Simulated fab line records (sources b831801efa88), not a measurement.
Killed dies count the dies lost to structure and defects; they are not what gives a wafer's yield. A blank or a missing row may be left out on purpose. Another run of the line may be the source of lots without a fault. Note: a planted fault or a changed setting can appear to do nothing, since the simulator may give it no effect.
Which of the tools did it? :: flow sfqLine :: 14 lots, 40 wafers sampled, at 3 steps of a route of 325

WHAT THE GAUGES SHOWED, per wafer
Not one reading of a measure or inspect step in the record can be checked against a usual standard deviation.

EACH LOT AND THE TOOL THAT RAN IT (in order: tool; ch and the chambers of the sampled wafers; start)
lot: L416
SFQ_TRILAYER_I3_CMP_CMP_082: cmp-02 ch 1,2,3, day 28 18:30
SFQ_TRILAYER_I3_METRO_MEASURE_083: filmMetro-01, day 28 20:37
SFQ_TRILAYER_I3_VIA_ETCH_VIA_ETCH_088: rieDiel-01 ch 1,2, day 32 09:59

lot: L419
SFQ_TRILAYER_I3_CMP_CMP_082: cmp-01 ch 0,1,3, day 29 20:05
SFQ_TRILAYER_I3_METRO_MEASURE_083: filmMetro-02, day 29 23:13
SFQ_TRILAYER_I3_VIA_ETCH_VIA_ETCH_088: rieDiel-04 ch 0,1,2, day 33 14:21

lot: L420
SFQ_TRILAYER_I3_CMP_CMP_082: cmp-01 ch 0,2,3, day 30 18:35
SFQ_TRILAYER_I3_METRO_MEASURE_083: filmMetro-04, day 30 20:37
SFQ_TRILAYER_I3_VIA_ETCH_VIA_ETCH_088: rieDiel-04 ch 0,1, day 34 07:09

lot: L421
SFQ_TRILAYER_I3_CMP_CMP_082: cmp-02 ch 0,2,3, day 30 23:30
SFQ_TRILAYER_I3_METRO_MEASURE_083: filmMetro-01, day 31 02:37
SFQ_TRILAYER_I3_VIA_ETCH_VIA_ETCH_088: rieDiel-01 ch 1,3, day 34 11:57

lot: L423
SFQ_TRILAYER_I3_CMP_CMP_082: cmp-02 ch 2,3, day 31 21:00
SFQ_TRILAYER_I3_METRO_MEASURE_083: filmMetro-02, day 32 00:01
SFQ_TRILAYER_I3_VIA_ETCH_VIA_ETCH_088: rieDiel-04 ch 2,3, day 35 10:20

lot: L426
SFQ_TRILAYER_I3_CMP_CMP_082: cmp-02 ch 0,1,2, day 33 10:00
SFQ_TRILAYER_I3_METRO_MEASURE_083: filmMetro-04, day 33 13:01
SFQ_TRILAYER_I3_VIA_ETCH_VIA_ETCH_088: rieDiel-01 ch 1,2,3, day 36 21:39

lot: L427
SFQ_TRILAYER_I3_CMP_CMP_082: cmp-02 ch 0,1,2, day 33 13:30
SFQ_TRILAYER_I3_METRO_MEASURE_083: filmMetro-01, day 33 15:37
SFQ_TRILAYER_I3_VIA_ETCH_VIA_ETCH_088: rieDiel-04 ch 0,2, day 37 00:03

lot: L429
SFQ_TRILAYER_I3_CMP_CMP_082: cmp-01 ch 0,1,2, day 33 19:08
SFQ_TRILAYER_I3_METRO_MEASURE_083: filmMetro-01, day 33 22:28
SFQ_TRILAYER_I3_VIA_ETCH_VIA_ETCH_088: rieDiel-01 ch 2,3, day 37 08:27

lot: L430
SFQ_TRILAYER_I3_CMP_CMP_082: cmp-02 ch 1, day 34 04:30
SFQ_TRILAYER_I3_METRO_MEASURE_083: filmMetro-04, day 34 06:37
SFQ_TRILAYER_I3_VIA_ETCH_VIA_ETCH_088: rieDiel-01 ch 3, day 37 16:51

lot: L434
SFQ_TRILAYER_I3_CMP_CMP_082: cmp-01 ch 0,1,2, day 35 19:29
SFQ_TRILAYER_I3_METRO_MEASURE_083: filmMetro-02, day 35 22:37
SFQ_TRILAYER_I3_VIA_ETCH_VIA_ETCH_088: rieDiel-02 ch 0,1,3, day 39 10:39

lot: L435
SFQ_TRILAYER_I3_CMP_CMP_082: cmp-02 ch 0,2,3, day 36 12:30
SFQ_TRILAYER_I3_METRO_MEASURE_083: filmMetro-04, day 36 15:49
SFQ_TRILAYER_I3_VIA_ETCH_VIA_ETCH_088: rieDiel-02 ch 1,2, day 39 23:51

lot: L436
SFQ_TRILAYER_I3_CMP_CMP_082: cmp-01 ch 1,2,3, day 37 01:29
SFQ_TRILAYER_I3_METRO_MEASURE_083: filmMetro-02, day 37 04:37
SFQ_TRILAYER_I3_VIA_ETCH_VIA_ETCH_088: rieDiel-04 ch 1,2,3, day 40 12:36

lot: L437
SFQ_TRILAYER_I3_CMP_CMP_082: cmp-01 ch 0,1,2, day 37 04:29
SFQ_TRILAYER_I3_METRO_MEASURE_083: filmMetro-02, day 37 07:37
SFQ_TRILAYER_I3_VIA_ETCH_VIA_ETCH_088: rieDiel-01 ch 1,3, day 40 15:00

lot: L438
SFQ_TRILAYER_I3_CMP_CMP_082: cmp-02 ch 0,3, day 37 09:30
SFQ_TRILAYER_I3_METRO_MEASURE_083: filmMetro-04, day 37 13:01
SFQ_TRILAYER_I3_VIA_ETCH_VIA_ETCH_088: rieDiel-04 ch 0,1,3, day 40 18:36
- SFQ_TRILAYER_I3_CMP_CMP_082: polishes SiO2.
- SFQ_TRILAYER_I3_METRO_MEASURE_083
- SFQ_TRILAYER_I3_VIA_ETCH_VIA_ETCH_088: etches SiO2 in CHF3, stops on Nb, target depth 260 nm.

AS READ BY THE TOOLS THEMSELVES (means over the sampled wafers that have a number; for cases with no such wafer, the mark the record gives instead)
SFQ_TRILAYER_I3_CMP_CMP_082. Usual: motorCurrentA 10.6 A, standard deviation 1; timeToEndpointS 212 s, standard deviation 8.5.
lot: L416
tool: cmp-02
motorCurrentA (A): 9.8
timeToEndpointS (s): 205
flag: 

lot: L419
tool: cmp-01
motorCurrentA (A): 10.8
timeToEndpointS (s): 216
flag: 

lot: L420
tool: cmp-01
motorCurrentA (A): 10.7
timeToEndpointS (s): 210
flag: 

lot: L421
tool: cmp-02
motorCurrentA (A): 10.3
timeToEndpointS (s): 203
flag: 

lot: L423
tool: cmp-02
motorCurrentA (A): 10.6
timeToEndpointS (s): 206
flag: 

lot: L426
tool: cmp-02
motorCurrentA (A): 9.8
timeToEndpointS (s): 205
flag: 

lot: L427
tool: cmp-02
motorCurrentA (A): 9.7
timeToEndpointS (s): 206
flag: 

lot: L429
tool: cmp-01
motorCurrentA (A): 11.5
timeToEndpointS (s): 224
flag: 

lot: L430
tool: cmp-02
motorCurrentA (A): 9.6
timeToEndpointS (s): 210
flag: 

lot: L434
tool: cmp-01
motorCurrentA (A): 11.6
timeToEndpointS (s): 216
flag: 

lot: L435
tool: cmp-02
motorCurrentA (A): 10.1
timeToEndpointS (s): 208
flag: 

lot: L436
tool: cmp-01
motorCurrentA (A): 11.4
timeToEndpointS (s): 208
flag: 

lot: L437
tool: cmp-01
motorCurrentA (A): 11.3
timeToEndpointS (s): 215
flag: 

lot: L438
tool: cmp-02
motorCurrentA (A): 10.3
timeToEndpointS (s): 215
flag: 

SFQ_TRILAYER_I3_METRO_MEASURE_083. Usual: thkNm at 199.6 nm, with a standard deviation of 1.4.
lot: L416
tool: filmMetro-01
thkNm (nm): 199.1
flag: 

lot: L419
tool: filmMetro-02
thkNm (nm): 199.5
flag: 

lot: L420
tool: filmMetro-04
thkNm (nm): 201.1
flag: 

lot: L421
tool: filmMetro-01
thkNm (nm): 200.2
flag: 

lot: L423
tool: filmMetro-02
thkNm (nm): 198.4
flag: 

lot: L426
tool: filmMetro-04
thkNm (nm): 205.5
flag: OFF

lot: L427
tool: filmMetro-01
thkNm (nm): 205.5
flag: OFF

lot: L429
tool: filmMetro-01
thkNm (nm): 200.3
flag: 

lot: L430
tool: filmMetro-04
thkNm (nm): 198.6
flag: 

lot: L434
tool: filmMetro-02
thkNm (nm): 201.3
flag: 

lot: L435
tool: filmMetro-04
thkNm (nm): 198.9
flag: 

lot: L436
tool: filmMetro-02
thkNm (nm): 198.6
flag: 

lot: L437
tool: filmMetro-02
thkNm (nm): 199.2
flag: 

lot: L438
tool: filmMetro-04
thkNm (nm): 199.7
flag: 

SFQ_TRILAYER_I3_VIA_ETCH_VIA_ETCH_088. Usual: drypumpMotorCurrentA 6.0 A, standard deviation 0.45; oesProductAu 0.853 a.u., standard deviation 0.0058.
lot: L416
tool: rieDiel-01
drypumpMotorCurrentA (A): 6.2
oesProductAu (a.u.): 0.857
flag: 

lot: L419
tool: rieDiel-04
drypumpMotorCurrentA (A): 6.2
oesProductAu (a.u.): 0.855
flag: 

lot: L420
tool: rieDiel-04
drypumpMotorCurrentA (A): 6.0
oesProductAu (a.u.): 0.855
flag: 

lot: L421
tool: rieDiel-01
drypumpMotorCurrentA (A): 5.9
oesProductAu (a.u.): 0.856
flag: 

lot: L423
tool: rieDiel-04
drypumpMotorCurrentA (A): 6.4
oesProductAu (a.u.): 0.849
flag: 

lot: L426
tool: rieDiel-01
drypumpMotorCurrentA (A): 6.1
oesProductAu (a.u.): 0.867
flag: 

lot: L427
tool: rieDiel-04
drypumpMotorCurrentA (A): 6.4
oesProductAu (a.u.): 0.870
flag: 

lot: L429
tool: rieDiel-01
drypumpMotorCurrentA (A): 6.0
oesProductAu (a.u.): 0.858
flag: 

lot: L430
tool: rieDiel-01
drypumpMotorCurrentA (A): 5.9
oesProductAu (a.u.): 0.856
flag: 

lot: L434
tool: rieDiel-02
drypumpMotorCurrentA (A): 6.0
oesProductAu (a.u.): 0.859
flag: 

lot: L435
tool: rieDiel-02
drypumpMotorCurrentA (A): 5.7
oesProductAu (a.u.): 0.857
flag: 

lot: L436
tool: rieDiel-04
drypumpMotorCurrentA (A): 6.0
oesProductAu (a.u.): 0.851
flag: 

lot: L437
tool: rieDiel-01
drypumpMotorCurrentA (A): 5.9
oesProductAu (a.u.): 0.850
flag: 

lot: L438
tool: rieDiel-04
drypumpMotorCurrentA (A): 5.9
oesProductAu (a.u.): 0.852
flag: 

THE ANSWER, worked out from the rows above alone
Rule: lot off if the mean of its wafers having a number is beyond 3 standard deviations from the usual mean. Also off: a lot with no number at a reading for which 4 or more lots have one. Where the step has rows for the other lots, those lots are counted as sound. The gauges are gone through in route order, then the tools' own readings, and for those a lot's mean is taken as printed above. The first step at which some lot is off is used, and at that step the reading that is off furthest; a lot without a number counts as furthest.
Off, at SFQ_TRILAYER_I3_METRO_MEASURE_083 on thkNm: L426, L427.
A tool fits if, at that step or a process step before it, it ran every lot that is off, and no sound lot after the first of them. Not one of the candidates tried fits.

WHAT THE SIMULATOR HAD INSERTED
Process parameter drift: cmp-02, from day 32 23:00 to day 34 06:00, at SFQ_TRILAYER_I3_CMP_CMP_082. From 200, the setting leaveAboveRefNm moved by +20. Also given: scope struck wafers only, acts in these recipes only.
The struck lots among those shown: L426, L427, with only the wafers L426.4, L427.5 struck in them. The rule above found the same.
